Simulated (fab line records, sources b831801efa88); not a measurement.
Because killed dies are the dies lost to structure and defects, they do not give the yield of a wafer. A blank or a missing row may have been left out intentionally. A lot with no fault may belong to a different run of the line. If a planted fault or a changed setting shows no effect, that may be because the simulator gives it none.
fab line records -- flow gf180mcu -- part 2 of 2: steps 27 to 35 of 35
record: lots: 5, wafers: 15, lastDay: 33
route steps=602 shown M1@323 V1@335
lots that met no fault: taken from a fault-free run of the same line
startH: hours from the record's opening day to when the first of the lot's shown wafers began -- waitH: how many hours have passed since the lot's step before this one -- " unchanged from the row above -- L1.1+2: one row covering several wafers at once -- - no value, or no start was given -- * or withheld: withheld -- < > ~ a bound
route shown NAME@n: a module of which the file shows steps, and the number in the route of the first -- usual: mean/standard deviation of fault-free wafers -- same: alike in all rows -- chamber/n: place in a boat -- sites: the reading at each site -- _std_site: standard deviation of those values -- _edge_site: inner sites' mean taken away from outer sites' mean -- radiusMm: for every site, how far away it sits from the centre of the wafer -- mask NAME#n: copy n -- behind: tool/chamber where the wafer was last shaped -- hold: why the lot was held/for how many hours/how that ended -- device: the n, p or np transistor that did not switch -- end of line: tests of these same wafers at the route's end -- a step given without rows: its recipe and nothing more -- killed: the dies lost at the first sort to structure and to defects; this is not the yield of the wafer -- map: a wafer's dies, x killed, . not, _ none there
set.NAME: setting as actually run; set.NAME@STEP: the setting as run at that earlier step -- model.NAME: the simulator's own value behind a step, which no gauge read
a table for each step, a row for each wafer; lots at some steps of the route
services: the hour from which a tool's chamber was out of use, counted from the record's first day as startH (under 0 if before that day), plus the number of hours and why
== steps ==
step: GF_V1_CD_MEAS_14
recipe: targetCdNm: 260
usual: cdNm: 260.1/1.4
lot.wafer,tool,chamber,startH,waitH,cdNm
L076.2,cdSem-02,-,425.06,0.1,260.7
L076.5,cdSem-02,-,425.06,0.1,261.2
L076.6,cdSem-02,-,425.06,0.1,260.7
L082.1,cdSem-01,-,478.19,0.1,259.7
L082.2,cdSem-01,-,478.19,0.1,261.6
L082.5,cdSem-01,-,478.19,0.1,259.5
L087.1,cdSem-01,-,530.99,0.1,258.4
L087.3,cdSem-01,-,530.99,0.1,259.9
L087.6,cdSem-01,-,530.99,0.1,259.1
L091.3,cdSem-01,-,562.48,0.3,260.3
L091.5,cdSem-01,-,562.48,0.3,259.8
L091.6,cdSem-01,-,562.48,0.3,259.7
L092.1,cdSem-01,-,564.64,0.1,261.6
L092.2,cdSem-01,-,564.64,0.1,261.7
L092.6,cdSem-01,-,564.64,0.1,260.6
step: GF_V1_OVL_MEAS_15
usual: V1_OVL: 1/6.3
lot.wafer,tool,chamber,startH,waitH,V1_OVL[nm]
L076.2,overlay-02,-,425.16,0.1,-5
L076.5,overlay-02,-,425.16,0.1,-2
L076.6,overlay-02,-,425.16,0.1,-8
L082.1,overlay-02,-,478.31,0.1,-5
L082.2,overlay-02,-,478.31,0.1,-5
L082.5,overlay-02,-,478.31,0.1,-3
L087.1,overlay-02,-,531.11,0.1,7
L087.3,overlay-02,-,531.11,0.1,4
L087.6,overlay-02,-,531.11,0.1,3
L091.3,overlay-02,-,562.57,0.1,8
L091.5,overlay-02,-,562.57,0.1,-1
L091.6,overlay-02,-,562.57,0.1,4
L092.1,overlay-01,-,564.76,0.1,4
L092.2,overlay-01,-,564.76,0.1,-4
L092.6,overlay-01,-,564.76,0.1,4
step: GF_V1_ETCH_16
recipe: chemistry: N2/H2, targetDepthA: withheld, overetchA: withheld, timeS: withheld, target: BARC, ionEnergyEv: 200, sourceW: 500, biasW: 100, pressureMtorr: 30, n2FlowSccm: 100, h2FlowSccm: 200
usual: drypumpMotorCurrentA: 5.7/0.49, n2FlowSccm: 100.0/0.33, oesProductAu: 0.855/0.0048, rfFwdPowerW: 495.2/2.2, throttleValvePct: 13.226/0.0088
lot.wafer,tool,chamber,startH,waitH,drypumpMotorCurrentA,n2FlowSccm,oesProductAu,rfFwdPowerW,throttleValvePct
L076.2,rieDiel-01,0,425.19,0.0,5.4,99.5,0.853,497.2,13.209
L076.5,rieDiel-01,0,425.19,0.0,5.4,99.5,0.864,498.4,13.221
L076.6,rieDiel-01,1,425.19,0.0,5.4,100.3,0.849,495.8,13.236
L082.1,rieDiel-03,0,478.35,0.0,5.8,100.4,0.857,496.1,13.228
L082.2,rieDiel-03,2,478.35,0.0,5.8,99.8,0.863,493.7,13.230
L082.5,rieDiel-03,1,478.35,0.0,5.0,100.7,0.861,493.7,13.229
L087.1,rieDiel-02,1,531.15,0.0,5.5,100.2,0.858,497.7,13.237
L087.3,rieDiel-02,3,531.15,0.0,6.6,100.1,0.849,489.9,13.236
L087.6,rieDiel-02,0,531.15,0.0,4.9,99.9,0.865,491.7,13.226
L091.3,rieDiel-02,3,562.60,0.0,6.6,100.3,0.846,490.6,13.233
L091.5,rieDiel-02,1,562.60,0.0,5.5,100.8,0.851,493.5,13.226
L091.6,rieDiel-02,2,562.60,0.0,5.4,99.9,0.856,497.2,13.241
L092.1,rieDiel-03,0,564.80,0.0,5.9,100.2,0.857,493.8,13.222
L092.2,rieDiel-03,2,564.80,0.0,5.8,99.5,0.857,494.7,13.231
L092.6,rieDiel-03,3,564.80,0.0,5.7,100.1,0.857,496.2,13.227
step: GF_V1_ETCH_17
recipe: chemistry: C4F8/O2/Ar, maskMaterial: KrF, target: SiO2, stopOn: TiN, sourceW: 1500, biasW: 1200, pressureMtorr: 40, c4f8FlowSccm: withheld, O2_flow_sccm: 6, Ar_flow_sccm: 300, timeS: withheld, targetDepthA: 6300
usual: oesProductAu: 0.855/0.0048, rfFwdPowerW: 1493/5.2
lot.wafer,tool,chamber,startH,waitH,oesProductAu,rfFwdPowerW
L076.2,rieDiel-01,0,-,-,0.858,1498
L076.5,rieDiel-01,0,-,-,0.860,1483
L076.6,rieDiel-01,1,-,-,0.854,1491
L082.1,rieDiel-03,0,-,-,0.856,1500
L082.2,rieDiel-03,2,-,-,0.859,1486
L082.5,rieDiel-03,1,-,-,0.851,1493
L087.1,rieDiel-02,1,-,-,0.851,1498
L087.3,rieDiel-02,3,-,-,0.862,1479
L087.6,rieDiel-02,0,-,-,0.851,1497
L091.3,rieDiel-02,3,-,-,0.855,1486
L091.5,rieDiel-02,1,-,-,0.860,1496
L091.6,rieDiel-02,2,-,-,0.858,1498
L092.1,rieDiel-03,0,-,-,0.857,1490
L092.2,rieDiel-03,2,-,-,0.855,1497
L092.6,rieDiel-03,3,-,-,0.860,1496
step: GF_V1_STRIP_18
recipe: chemistry: O2/N2, powerW: 1400, pressureMtorr: 1500, platenTempC: 250, o2FlowSccm: 3000, n2FlowSccm: 300, overashFraction: 0.5
usual: drypumpMotorCurrentA: 5.7/0.54, heaterPowerW: 323/26, n2FlowSccm: 299.9/0.88, oesProductAu: 0.593/0.0054
lot.wafer,tool,chamber,startH,waitH,drypumpMotorCurrentA,heaterPowerW,n2FlowSccm,oesProductAu,rfHoursCounterH
L076.2,plasmaAsher-04,0,425.32,-,5.3,314,298.8,0.596,71
L076.5,plasmaAsher-04,0,425.32,-,5.3,317,299.5,0.594,-
L076.6,plasmaAsher-04,1,425.32,-,6.1,338,299.0,0.584,-
L082.1,plasmaAsher-03,1,478.48,-,6.4,342,300.1,0.602,5
L082.2,plasmaAsher-03,0,478.48,-,5.5,281,299.0,0.591,5
L082.5,plasmaAsher-03,0,478.48,-,5.6,279,299.4,0.596,-
L087.1,plasmaAsher-03,1,531.28,-,6.4,329,299.1,0.594,11
L087.3,plasmaAsher-03,0,531.28,-,5.5,281,300.8,0.591,-
L087.6,plasmaAsher-03,1,531.28,-,6.4,334,299.0,0.594,-
L091.3,plasmaAsher-04,0,562.76,-,5.3,322,300.5,0.590,-
L091.5,plasmaAsher-04,0,562.76,-,5.3,321,301.4,0.585,-
L091.6,plasmaAsher-04,1,562.76,-,6.1,337,299.1,0.583,-
L092.1,plasmaAsher-01,1,564.93,-,6.0,317,301.5,0.602,76
L092.2,plasmaAsher-01,0,564.93,-,4.7,359,300.0,0.592,76
L092.6,plasmaAsher-01,0,564.93,-,4.7,368,300.3,0.583,-
step: GF_V1_STRIP_19
recipe: chemistry: postEtchResidueRemover, timeS: 1200, tempC: 72.5
lot.wafer,tool,chamber,startH,waitH
L076.2+5+6,wetBench-04,0,425.42,0.1
L082.1+2+5,wetBench-03,0,478.58,0.1
L087.1+3+6,wetBench-01,0,531.38,0.1
L091.3+5+6,wetBench-03,0,562.83,0.0
L092.1+2+6,wetBench-01,0,565.03,0.1
step: GF_V1_CLEAN_20
recipe: chemistry: DIW, dry: n2Spin
lot.wafer,tool,chamber,startH,waitH
L076.2+5+6,wetBench-03,0,425.76,0.0
L082.1+2+5,wetBench-04,2,478.92,0.0
L087.1+3+6,wetBench-04,1,531.72,0.0
L091.3+5+6,wetBench-01,3,563.17,0.0
L092.1+2+6,wetBench-04,0,565.37,0.0
step: GF_V1_SPUTTER_21
recipe: material: Ti, targetThkNm: 15, chamberPressurePa: 5, powerW: 2500, substrateTempC: 200, timeS: 80.02
usual: throttleValvePct: 29.9/1.2
lot.wafer,tool,chamber,startH,waitH,throttleValvePct
L076.2,pvdSputter-04,-,425.86,0.0,29.9
L076.5,pvdSputter-04,-,425.86,0.0,30.2
L076.6,pvdSputter-04,-,425.86,0.0,31.2
L082.1,pvdSputter-04,-,479.01,0.0,30.9
L082.2,pvdSputter-04,-,479.01,0.0,29.2
L082.5,pvdSputter-04,-,479.01,0.0,31.2
L087.1,pvdSputter-03,-,531.83,0.0,32.3
L087.3,pvdSputter-03,-,531.83,0.0,30.5
L087.6,pvdSputter-03,-,531.83,0.0,30.1
L091.3,pvdSputter-01,-,563.26,0.0,27.4
L091.5,pvdSputter-01,-,563.26,0.0,27.4
L091.6,pvdSputter-01,-,563.26,0.0,28.9
L092.1,pvdSputter-04,-,565.46,0.0,30.1
L092.2,pvdSputter-04,-,565.46,0.0,29.1
L092.6,pvdSputter-04,-,565.46,0.0,29.0
step: GF_V1_SPUTTER_22
recipe: material: TiN, targetThkNm: 10, chamberPressurePa: 5, powerW: 4000, timeS: 40
usual: throttleValvePct: 29.9/1.2
lot.wafer,tool,chamber,startH,waitH,throttleValvePct
L076.2,pvdSputter-04,-,425.92,0.0,30.1
L076.5,pvdSputter-04,-,425.92,0.0,29.9
L076.6,pvdSputter-04,-,425.92,0.0,31.0
L082.1,pvdSputter-04,-,479.07,0.0,31.0
L082.2,pvdSputter-04,-,479.07,0.0,28.9
L082.5,pvdSputter-04,-,479.07,0.0,31.0
L087.1,pvdSputter-03,-,531.89,0.0,32.6
L087.3,pvdSputter-03,-,531.89,0.0,30.7
L087.6,pvdSputter-03,-,531.89,0.0,29.7
L091.3,pvdSputter-01,-,563.32,0.0,27.4
L091.5,pvdSputter-01,-,563.32,0.0,27.6
L091.6,pvdSputter-01,-,563.32,0.0,28.9
L092.1,pvdSputter-04,-,565.52,0.0,29.9
L092.2,pvdSputter-04,-,565.52,0.0,29.1
L092.6,pvdSputter-04,-,565.52,0.0,29.1
== services ==
tool,chamber,startH,hours,kind
rieDiel-02,-,375.73,0.9,repair
rieDiel-03,0,381.19,1.5,repair
cmp-01,-,382.30,5.3,pm
krfScanner-01,-,410.26,1.0,pm
wetBench-04,-,412.57,3.0,repair
rieDiel-03,-,419.70,1.0,repair
krfScanner-01,-,426.20,3.6,pm
krfScanner-01,-,440.61,0.5,repair
krfScanner-02,-,446.50,0.5,repair
rieDiel-03,1,446.61,9.8,repair
pvdSputter-04,-,448.82,2.2,repair
krfScanner-02,-,456.01,1.3,pm
cmp-01,-,457.42,8.9,repair
pvdSputter-04,-,472.53,4.9,repair
krfScanner-02,-,475.95,1.0,pm
krfScanner-01,-,478.85,4.4,pm
krfScanner-01,-,483.23,1.3,pm
krfScanner-01,-,491.09,0.8,pm
rieDiel-02,-,517.99,0.3,repair
krfScanner-02,-,526.01,0.8,pm
rieDiel-03,3,531.98,6.2,repair
wetBench-04,-,538.36,2.2,repair
rieDiel-03,3,542.51,9.0,repair
cmp-01,-,546.46,1.0,repair
